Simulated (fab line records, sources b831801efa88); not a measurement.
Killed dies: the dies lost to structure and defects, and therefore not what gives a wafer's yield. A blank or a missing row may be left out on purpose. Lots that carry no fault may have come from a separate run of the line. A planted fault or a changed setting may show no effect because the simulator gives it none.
fab line records -- flow sky130
record lots=7, wafers=20, last_day=50
route steps=708 shown METAL4@602 CAP2M@603
lots with no fault: from the same line, run without faults
start_h: hours from the record's first day to the start of the lot's first wafer shown -- wait_h: time in hours since the lot's previous step -- " unchanged from the row above -- L1.1+2: several wafers, shown together as one row -- - no value present, or no start provided -- * or withheld: withheld -- < > ~ a bound
route shown NAME@n: NAME is a module with steps in the file, n the number in the route of the first one -- usual: mean and standard deviation over wafers with no fault -- same: alike in all rows -- chamber/n: place in a boat -- sites: per-site readings -- _std_site: the standard deviation of these -- _edge_site: outer sites' mean less inner sites' -- radius_mm: how far each site lies from the wafer's centre -- mask NAME#n: copy n -- behind: tool/chamber where the wafer was last shaped -- hold: cause of the lot's hold/its duration in hours/its outcome -- device: transistor that didn't switch, given as n, p or np -- end of line: at the end of the route, the tests of the same wafers -- for a step that has no rows: nothing shown but its recipe -- killed: count of dies lost to structure and defects at first sort (not the wafer's yield) -- map: dies across one wafer; x = killed, . = not, _ = none there
set.NAME: the setting that was run; set.NAME@STEP: the one run at that earlier step -- model.NAME: the simulator's own value behind a step, which no gauge read
lots seen at some steps along the route; tables by step, rows by wafer
services: from which hour (start_h, from the record's first day; less than 0 if before it) a tool's chamber was out of use, for how many hours, and why
## steps
# step SKY_METAL4_SPUTTER_04
# recipe material=TiN, target_thk_nm=70, power_w=6500, time_s=58.3, chamber_pressure_pa=0.4
# usual chamber_pressure_pa=0.4001/0.00076, throttle_valve_pct=29.6/0.98
lot.wafer,tool,chamber,start_h,wait_h,chamber_pressure_pa,throttle_valve_pct
L753.1,pvd_sputter-03,-,951.66,0.0,0.3994,31.4
L753.2,pvd_sputter-03,-,951.66,0.0,0.4010,31.4
L753.6,pvd_sputter-03,-,951.66,0.0,0.4016,29.8
L754.3,pvd_sputter-01,-,964.89,0.0,0.4005,28.3
L754.4,pvd_sputter-01,-,964.89,0.0,0.3994,29.2
L754.6,pvd_sputter-01,-,964.89,0.0,0.4008,29.2
L763.2,pvd_sputter-04,-,1025.23,0.0,0.3996,29.2
L763.4,pvd_sputter-04,-,1025.23,0.0,0.3991,27.7
L765.3,pvd_sputter-04,-,1038.22,0.0,0.3990,29.3
L765.4,pvd_sputter-04,-,1038.22,0.0,0.4003,29.8
L765.6,pvd_sputter-04,-,1038.22,0.0,0.3999,27.7
L766.2,pvd_sputter-01,-,1047.91,0.0,0.4001,29.7
L766.5,pvd_sputter-01,-,1047.91,0.0,0.3992,29.1
L766.6,pvd_sputter-01,-,1047.91,0.0,0.3999,28.7
L770.1,pvd_sputter-04,-,1068.00,0.0,0.4000,27.3
L770.3,pvd_sputter-04,-,1068.00,0.0,0.3998,29.9
L770.5,pvd_sputter-04,-,1068.00,0.0,0.3994,29.3
L772.3,pvd_sputter-03,-,1088.22,0.0,0.4008,30.1
L772.5,pvd_sputter-03,-,1088.22,0.0,0.3999,31.4
L772.6,pvd_sputter-03,-,1088.22,0.0,0.4000,31.3
# step SKY_CAP2M_CVD_00
# recipe material=SiO2, target_thk_nm=15.5, temp_c=400, time_s=withheld, rf_w=450
# usual heater_power_w=722/100
lot.wafer,tool,chamber,start_h,wait_h,heater_power_w
L753.1,pecvd-02,0,951.71,0.0,819
L753.2,pecvd-02,1,951.71,0.0,626
L753.6,pecvd-02,2,951.71,0.0,622
L754.3,pecvd-01,0,964.94,0.0,784
L754.4,pecvd-01,1,964.94,0.0,707
L754.6,pecvd-01,0,964.94,0.0,785
L763.2,pecvd-03,2,1025.27,0.0,570
L763.4,pecvd-03,2,1025.27,0.0,546
L765.3,pecvd-01,1,1038.26,0.0,773
L765.4,pecvd-01,2,1038.26,0.0,706
L765.6,pecvd-01,0,1038.26,0.0,922
L766.2,pecvd-01,0,1047.96,0.0,778
L766.5,pecvd-01,2,1047.96,0.0,732
L766.6,pecvd-01,1,1047.96,0.0,805
L770.1,pecvd-01,2,1068.05,0.0,758
L770.3,pecvd-01,2,1068.05,0.0,747
L770.5,pecvd-01,2,1068.05,0.0,768
L772.3,pecvd-01,1,1088.27,0.0,683
L772.5,pecvd-01,0,1088.27,0.0,847
L772.6,pecvd-01,1,1088.27,0.0,673
# step SKY_CAP2M_THK_MEAS_01
# recipe reads=SiO2_of_CAP2M_CVD_00
# usual CAP2M_CVD_00_THK=15.51/0.21
lot.wafer,tool,chamber,start_h,wait_h,CAP2M_CVD_00_THK[nm]
L753.1,film_metro-02,-,951.74,-,14.99
L753.2,film_metro-02,-,951.74,-,15.43
L753.6,film_metro-02,-,951.74,-,15.44
L754.3,film_metro-04,-,964.98,-,15.36
L754.4,film_metro-04,-,964.98,-,15.89
L754.6,film_metro-04,-,964.98,-,15.47
L763.2,film_metro-02,-,1025.32,-,15.07
L763.4,film_metro-02,-,1025.32,-,15.23
L765.3,film_metro-03,-,1038.31,-,15.42
L765.4,film_metro-03,-,1038.31,-,15.70
L765.6,film_metro-03,-,1038.31,-,15.46
L766.2,film_metro-03,-,1048.00,-,15.08
L766.5,film_metro-03,-,1048.00,-,15.71
L766.6,film_metro-03,-,1048.00,-,15.41
L770.1,film_metro-02,-,1068.08,-,15.46
L770.3,film_metro-02,-,1068.08,-,15.85
L770.5,film_metro-02,-,1068.08,-,15.91
L772.3,film_metro-03,-,1088.31,-,15.56
L772.5,film_metro-03,-,1088.31,-,15.48
L772.6,film_metro-03,-,1088.31,-,15.73
# step SKY_CAP2M_SPUTTER_02
# recipe material=TiN, target_thk_nm=200, temp_c=300, power_w=6500, time_s=166.7, chamber_pressure_pa=0.4
# usual chamber_pressure_pa=0.3998/0.00076, throttle_valve_pct=29.7/1.2
lot.wafer,tool,chamber,start_h,wait_h,chamber_pressure_pa,throttle_valve_pct
L753.1,pvd_sputter-04,-,951.80,0.1,0.3999,27.6
L753.2,pvd_sputter-04,-,951.80,0.1,0.4001,29.2
L753.6,pvd_sputter-04,-,951.80,0.1,0.4002,30.0
L754.3,pvd_sputter-04,-,965.02,0.0,0.3997,27.8
L754.4,pvd_sputter-04,-,965.02,0.0,0.4000,30.1
L754.6,pvd_sputter-04,-,965.02,0.0,0.4010,29.3
L763.2,pvd_sputter-03,-,1025.37,0.0,0.4014,30.2
L763.4,pvd_sputter-03,-,1025.37,0.0,0.3993,31.0
L765.3,pvd_sputter-03,-,1038.35,0.0,0.3971,31.4
L765.4,pvd_sputter-03,-,1038.35,0.0,0.3984,30.9
L765.6,pvd_sputter-03,-,1038.35,0.0,0.3994,31.3
L766.2,pvd_sputter-04,-,1048.05,0.0,0.4008,29.3
L766.5,pvd_sputter-04,-,1048.05,0.0,0.4001,29.2
L766.6,pvd_sputter-04,-,1048.05,0.0,0.3992,30.0
L770.1,pvd_sputter-02,-,1068.14,0.1,0.4003,30.2
L770.3,pvd_sputter-02,-,1068.14,0.1,0.3985,31.1
L770.5,pvd_sputter-02,-,1068.14,0.1,0.4004,29.8
L772.3,pvd_sputter-04,-,1088.35,0.0,0.4007,29.8
L772.5,pvd_sputter-04,-,1088.35,0.0,0.4010,29.9
L772.6,pvd_sputter-04,-,1088.35,0.0,0.4006,29.5
# step SKY_CAP2M_RS_MEAS_03
# recipe thk_meas_gauge=four-point-probe, reads=TiN_of_CAP2M_SPUTTER_02
# usual CAP2M_TIN_RS=6.86/0.07
lot.wafer,tool,chamber,start_h,wait_h,CAP2M_TIN_RS[ohm/sq]
L753.1,film_metro-04,-,951.90,0.1,6.83
L753.2,film_metro-04,-,951.90,0.1,6.83
L753.6,film_metro-04,-,951.90,0.1,6.97
L754.3,film_metro-03,-,965.17,0.1,6.84
L754.4,film_metro-03,-,965.17,0.1,6.90
L754.6,film_metro-03,-,965.17,0.1,6.83
L763.2,film_metro-02,-,1025.50,0.1,6.86
L763.4,film_metro-02,-,1025.50,0.1,6.82
L765.3,film_metro-02,-,1038.50,0.1,6.72
L765.4,film_metro-02,-,1038.50,0.1,6.75
L765.6,film_metro-02,-,1038.50,0.1,6.77
L766.2,film_metro-04,-,1048.17,0.1,6.91
L766.5,film_metro-04,-,1048.17,0.1,6.94
L766.6,film_metro-04,-,1048.17,0.1,6.91
L770.1,film_metro-03,-,1068.25,0.1,6.82
L770.3,film_metro-03,-,1068.25,0.1,6.82
L770.5,film_metro-03,-,1068.25,0.1,6.84
L772.3,film_metro-04,-,1088.50,0.1,6.93
L772.5,film_metro-04,-,1088.50,0.1,6.93
L772.6,film_metro-04,-,1088.50,0.1,6.89
# step SKY_CAP2M_THK_MEAS_04
# recipe thk_meas_gauge=xrf, reads=TiN_of_CAP2M_SPUTTER_02
# usual CAP2M_TIN_THK=202.3/2.2
lot.wafer,tool,chamber,start_h,wait_h,CAP2M_TIN_THK[nm]
L753.1,film_metro-04,-,952.02,0.1,201.5
L753.2,film_metro-04,-,952.02,0.1,202.7
L753.6,film_metro-04,-,952.02,0.1,198.1
L754.3,film_metro-03,-,965.27,0.1,203.5
L754.4,film_metro-03,-,965.27,0.1,200.7
L754.6,film_metro-03,-,965.27,0.1,203.8
L763.2,film_metro-02,-,1025.61,0.1,203.7
L763.4,film_metro-02,-,1025.61,0.1,204.8
L765.3,film_metro-02,-,1038.60,0.1,206.9
L765.4,film_metro-02,-,1038.60,0.1,204.9
L765.6,film_metro-02,-,1038.60,0.1,206.1
L766.2,film_metro-04,-,1048.28,0.1,199.2
L766.5,film_metro-04,-,1048.28,0.1,198.9
L766.6,film_metro-04,-,1048.28,0.1,201.1
L770.1,film_metro-03,-,1068.37,0.1,204.0
L770.3,film_metro-03,-,1068.37,0.1,202.8
L770.5,film_metro-03,-,1068.37,0.1,202.2
L772.3,film_metro-04,-,1088.60,0.1,200.7
L772.5,film_metro-04,-,1088.60,0.1,199.8
L772.6,film_metro-04,-,1088.60,0.1,199.8
# step SKY_CAP2M_DEHYDRATE_05
# recipe temp_c=200, time_s=60
# step SKY_CAP2M_HMDS_06
# recipe prime_time_s=60, prime_temp_c=120
# step SKY_CAP2M_COAT_07
# recipe resist=NOVOLAK, spin_rpm=3000, resist_thk_nm=1140
# step SKY_CAP2M_SOFTBAKE_08
# recipe temp_c=90, time_s=60, resist=NOVOLAK
# step SKY_CAP2M_EXPOSE_09
# recipe mask_id=CAP2M, na=0.6, source_shape=conventional, sigma_outer=0.6, polarization=unpolarized, target_cd_nm=1000, dose_mj=159
# step SKY_CAP2M_PEB_10
# recipe temp_c=withheld, time_s=*, resist=NOVOLAK
# step SKY_CAP2M_DEVELOP_11
# recipe resist=NOVOLAK, developer=TMAH, develop_time_s=60, dev_temp_c=23
# usual developer_temp_C=23.00/0.098, resist_line_temp_C=22.98/0.11
lot.wafer,tool,chamber,start_h,wait_h,developer_temp_C,resist_line_temp_C
L753.1,litho_track-04,0,975.29,0.1,23.10,22.99
L753.2,litho_track-04,0,975.29,0.1,23.08,23.17
L753.6,litho_track-04,0,975.29,0.1,22.95,23.00
L754.3,litho_track-03,0,988.27,0.1,23.13,22.91
L754.4,litho_track-03,0,988.27,0.1,23.15,22.82
L754.6,litho_track-03,0,988.27,0.1,22.91,22.80
L763.2,litho_track-03,0,1047.30,0.1,23.01,23.24
L763.4,litho_track-03,0,1047.30,0.1,22.99,23.10
L765.3,litho_track-03,0,1059.97,0.1,22.93,23.06
L765.4,litho_track-03,0,1059.97,0.1,22.87,23.01
L765.6,litho_track-03,0,1059.97,0.1,23.06,22.94
L766.2,litho_track-03,0,1069.00,0.1,23.17,22.75
L766.5,litho_track-03,0,1069.00,0.1,23.16,22.71
L766.6,litho_track-03,0,1069.00,0.1,23.15,22.72
L770.1,litho_track-04,0,1088.99,0.1,23.01,22.86
L770.3,litho_track-04,0,1088.99,0.1,22.97,22.97
L770.5,litho_track-04,0,1088.99,0.1,22.97,22.77
L772.3,litho_track-04,0,1108.04,0.1,23.00,23.05
L772.5,litho_track-04,0,1108.04,0.1,23.07,22.88
L772.6,litho_track-04,0,1108.04,0.1,22.97,22.99
# step SKY_CAP2M_OVL_MEAS_12
# usual CAP2M_OVL=-0.8/1.6
lot.wafer,tool,chamber,start_h,wait_h,CAP2M_OVL[nm]
L753.1,overlay-02,-,975.44,0.1,-1.8
L753.2,overlay-02,-,975.44,0.1,-1.2
L753.6,overlay-02,-,975.44,0.1,-3.2
L754.3,overlay-01,-,988.38,0.1,-1.0
L754.4,overlay-01,-,988.38,0.1,0.2
L754.6,overlay-01,-,988.38,0.1,-0.1
L763.2,overlay-01,-,1047.43,0.1,0.7
L763.4,overlay-01,-,1047.43,0.1,0.3
L765.3,overlay-01,-,1060.08,0.1,0.5
L765.4,overlay-01,-,1060.08,0.1,-0.7
L765.6,overlay-01,-,1060.08,0.1,-1.0
L766.2,overlay-02,-,1069.13,0.1,0.1
L766.5,overlay-02,-,1069.13,0.1,0.1
L766.6,overlay-02,-,1069.13,0.1,0.9
L770.1,overlay-01,-,1089.14,0.1,-1.6
L770.3,overlay-01,-,1089.14,0.1,0.3
L770.5,overlay-01,-,1089.14,0.1,-0.5
L772.3,overlay-02,-,1108.15,0.1,1.9
L772.5,overlay-02,-,1108.15,0.1,2.0
L772.6,overlay-02,-,1108.15,0.1,2.4
# step SKY_CAP2M_METAL_ETCH_13
# recipe target_depth_nm=220, stop_on=SiO2, chemistry=Cl2/BCl3, target=TiN, pressure_mtorr=10, icp_w=900, bias_w=48.5, Cl2_flow_sccm=60, bcl3_flow_sccm=30, time_s=62.9
# usual bias_w=48.48/0.15, drypump_motor_current_A=5.61/0.17, oes_product_au=0.945/0.0068, throttle_valve_pct=21.899/0.0096
lot.wafer,tool,chamber,start_h,wait_h,bias_w,drypump_motor_current_A,oes_product_au,rf_hours_counter_h,throttle_valve_pct,model.CAP2M.cd_nm
L753.1,rie_metal-03,0,975.47,0.0,48.46,5.60,0.943,3,21.899,1001
L753.2,rie_metal-03,1,975.47,0.0,48.48,5.60,0.953,4,21.902,999.7
L753.6,rie_metal-03,0,975.47,0.0,48.43,5.62,0.933,-,21.908,1000
L754.3,rie_metal-04,0,988.43,0.0,48.24,5.84,0.947,-,21.906,998.7
L754.4,rie_metal-04,1,988.43,0.0,48.59,5.25,0.944,-,21.905,999.7
L754.6,rie_metal-04,0,988.43,0.0,48.33,5.83,0.953,-,21.896,999.8
L763.2,rie_metal-01,0,1047.48,0.0,48.78,5.66,0.940,-,21.888,1003
L763.4,rie_metal-01,0,1047.48,0.0,48.56,5.65,0.948,-,21.909,1002
L765.3,rie_metal-01,0,1060.13,0.0,48.59,5.66,0.951,-,21.891,998.2
L765.4,rie_metal-01,1,1060.13,0.0,48.55,5.67,0.950,-,21.894,1007
L765.6,rie_metal-01,0,1060.13,0.0,48.52,5.64,0.955,-,21.883,996.8
L766.2,rie_metal-03,0,1069.16,0.0,48.39,5.60,0.941,9,21.901,1006
L766.5,rie_metal-03,1,1069.16,0.0,48.51,5.60,0.941,-,21.919,1002
L766.6,rie_metal-03,0,1069.16,0.0,48.36,5.62,0.938,-,21.898,1000
L770.1,rie_metal-03,0,1089.17,0.0,48.60,5.63,0.956,11,21.884,1001
L770.3,rie_metal-03,0,1089.17,0.0,48.67,5.63,0.948,-,21.901,1002
L770.5,rie_metal-03,0,1089.17,0.0,48.57,5.65,0.945,-,21.896,1001
L772.3,rie_metal-03,1,1108.20,0.0,48.60,5.60,0.944,-,21.898,1002
L772.5,rie_metal-03,1,1108.20,0.0,48.23,5.63,0.940,-,21.906,1001
L772.6,rie_metal-03,0,1108.20,0.0,48.67,5.62,0.944,-,21.877,1002
# step SKY_CAP2M_STRIP_14
# recipe chemistry=O2/N2, power_w=1400, pressure_mtorr=1500, platen_temp_c=withheld, o2_flow_sccm=3000, n2_flow_sccm=300, overash_fraction=0.5
# usual drypump_motor_current_A=5.3/0.35, oes_product_au=0.709/0.0046, strip_time_to_endpoint_s=12.65/0.04
lot.wafer,tool,chamber,start_h,wait_h,drypump_motor_current_A,oes_product_au,rf_hours_counter_h,strip_time_to_endpoint_s
L753.1,plasma_asher-03,1,975.55,0.1,4.9,0.716,81,12.66
L753.2,plasma_asher-03,0,975.55,0.1,5.3,0.702,81,12.67
L753.6,plasma_asher-03,0,975.55,0.1,5.3,0.710,-,12.69
L754.3,plasma_asher-01,1,988.52,0.1,5.4,0.706,-,12.59
L754.4,plasma_asher-01,0,988.52,0.1,5.1,0.713,-,12.61
L754.6,plasma_asher-01,1,988.52,0.1,5.4,0.711,-,12.61
L763.2,plasma_asher-03,0,1047.61,0.1,5.3,0.713,88,12.58
L763.4,plasma_asher-03,0,1047.61,0.1,5.3,0.701,-,12.60
L765.3,plasma_asher-03,0,1060.22,0.1,5.3,0.705,-,12.63
L765.4,plasma_asher-03,1,1060.22,0.1,4.8,0.709,-,12.67
L765.6,plasma_asher-03,1,1060.22,0.1,4.8,0.704,-,12.64
L766.2,plasma_asher-02,1,1069.23,0.1,5.8,0.705,1,12.68
L766.5,plasma_asher-02,0,1069.23,0.1,5.7,0.710,-,12.66
L766.6,plasma_asher-02,1,1069.23,0.1,5.8,0.713,-,12.65
L770.1,plasma_asher-02,0,1089.25,0.1,5.7,0.702,3,12.67
L770.3,plasma_asher-02,0,1089.25,0.1,5.7,0.712,-,12.70
L770.5,plasma_asher-02,0,1089.25,0.1,5.7,0.706,-,12.71
L772.3,plasma_asher-01,0,1108.28,0.1,5.1,0.710,-,12.57
L772.5,plasma_asher-01,1,1108.28,0.1,5.4,0.702,-,12.60
L772.6,plasma_asher-01,0,1108.28,0.1,5.1,0.714,-,12.56
## services
tool,chamber,start_h,hours,kind
pvd_sputter-02,-,968.13,2.4,repair
pvd_sputter-02,-,968.34,9.6,repair
pecvd-03,-,972.42,0.5,repair
pvd_sputter-04,-,979.53,5.0,repair
plasma_asher-03,-,988.18,1.3,repair
pvd_sputter-04,-,988.26,1.0,repair
rie_metal-01,0,1010.40,10.6,repair
pecvd-03,-,1023.05,1.9,repair
rie_metal-01,-,1025.95,1.3,repair
pecvd-03,-,1036.67,1.6,repair
pvd_sputter-01,-,1042.28,5.3,repair
rie_metal-01,1,1046.89,4.7,repair
plasma_asher-02,-,1055.25,9.0,pm
pecvd-01,0,1056.38,19.7,repair
rie_metal-01,-,1062.84,54.9,repair
pvd_sputter-03,-,1065.02,4.6,repair
plasma_asher-03,-,1065.66,5.3,pm
pecvd-01,-,1066.53,0.3,repair
pecvd-03,0,1075.16,4.4,repair
rie_metal-01,-,1079.03,13.5,repair
pvd_sputter-02,-,1082.53,0.6,repair
pecvd-03,-,1083.84,0.6,repair
pecvd-01,-,1098.85,2.8,pm
plasma_asher-02,-,1104.68,3.3,repair
## key
first_sign none at tools or gauges
model_effect step=SKY_CAP2M_METAL_ETCH_13, value=CAP2M.cd_nm, without=998.4, struck=1004
met_at SKY_CAP2M_DEVELOP_11
struck_wafers L763.2,L763.4,L765.4,L766.2
onset_between 988.27 1047.30
fault kind=process_parameter_drift, tool=litho_track-03, chamber=-, onset_h=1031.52, steps=SKY_CAP2M_DEVELOP_11, channel=develop_time_s, offset=*, shape=step, end_h=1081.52, scope=struck_wafers_only, acts_in=*, stated=*
